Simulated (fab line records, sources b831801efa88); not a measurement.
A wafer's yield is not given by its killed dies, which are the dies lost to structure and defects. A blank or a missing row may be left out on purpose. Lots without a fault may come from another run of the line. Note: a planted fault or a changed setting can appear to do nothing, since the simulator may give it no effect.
Chamber matching	flow sky130	4 sister chambers for SKY_VIA3_ETCH_15 on rie_diel-02
The step etches SiO2 in C4F8/O2/Ar, stops on TiN, target depth 507 nm, time 78 s. 8 wafers are shown with their chamber, then 9 later ones without.

## WAFERS PAIRED WITH THEIR CHAMBERS
wafer	chamber	oes_product_au (a.u.)	rf_fwd_power_W (W)
L079.5	2	0.941	1486
L079.6	1	0.942	1491
L082.1	3	0.952	1498
L082.2	2	0.941	1498
L082.3	1	0.948	1493
L082.4	0	0.947	1492
L082.5	0	0.951	1487
L082.6	3	0.945	1494

## WAFERS WITH NO CHAMBER GIVEN
wafer	oes_product_au (a.u.)	rf_fwd_power_W (W)
L094.1	0.944	1488
L094.2	0.949	1493
L094.3	0.950	1490
L094.4	0.944	1490
L094.5	0.948	1487
L094.6	0.943	1495
L095.3	0.950	1484
L095.5	0.936	1487
L095.6	0.948	1486

## EACH ONE'S CHAMBER
wafer	from the rows above	in truth
L094.1	can't be placed: 1 or 2 or 0 or 3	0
L094.2	can't be placed: 3 or 0 or 1 or 2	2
L094.3	can't be placed: 0 or 3 or 1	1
L094.4	can't be placed: 1 or 2 or 0 or 3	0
L094.5	can't be placed: 0 or 1 or 3 or 2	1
L094.6	can't be placed: 1 or 2 or 3 or 0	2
L095.3	can't be placed: 0 or 1 or 3 or 2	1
L095.5	can't be placed: 2 or 1 or 0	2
L095.6	can't be placed: 0 or 1 or 3 or 2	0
Correctly placed: 0 of 9. Cannot be placed on the basis of these rows: 9; the candidates contain the true chamber in 9. Wrongly placed: 0.
How it was worked out, from the rows above alone: a wafer's distance from a chamber is the root of the sum, over the readings, of the square of ((its reading less the chamber's mean) divided by the reading's scatter). If the next closest chamber is less than 2 further off than the closest, the wafer can't be placed; otherwise it belongs to the closest. For every chamber, the mean is computed from those of its wafers that are shown. The scatter: the root of (the sum of the squares of (reading less its chamber's mean) over the shown wafers, divided by (wafers less chambers)).
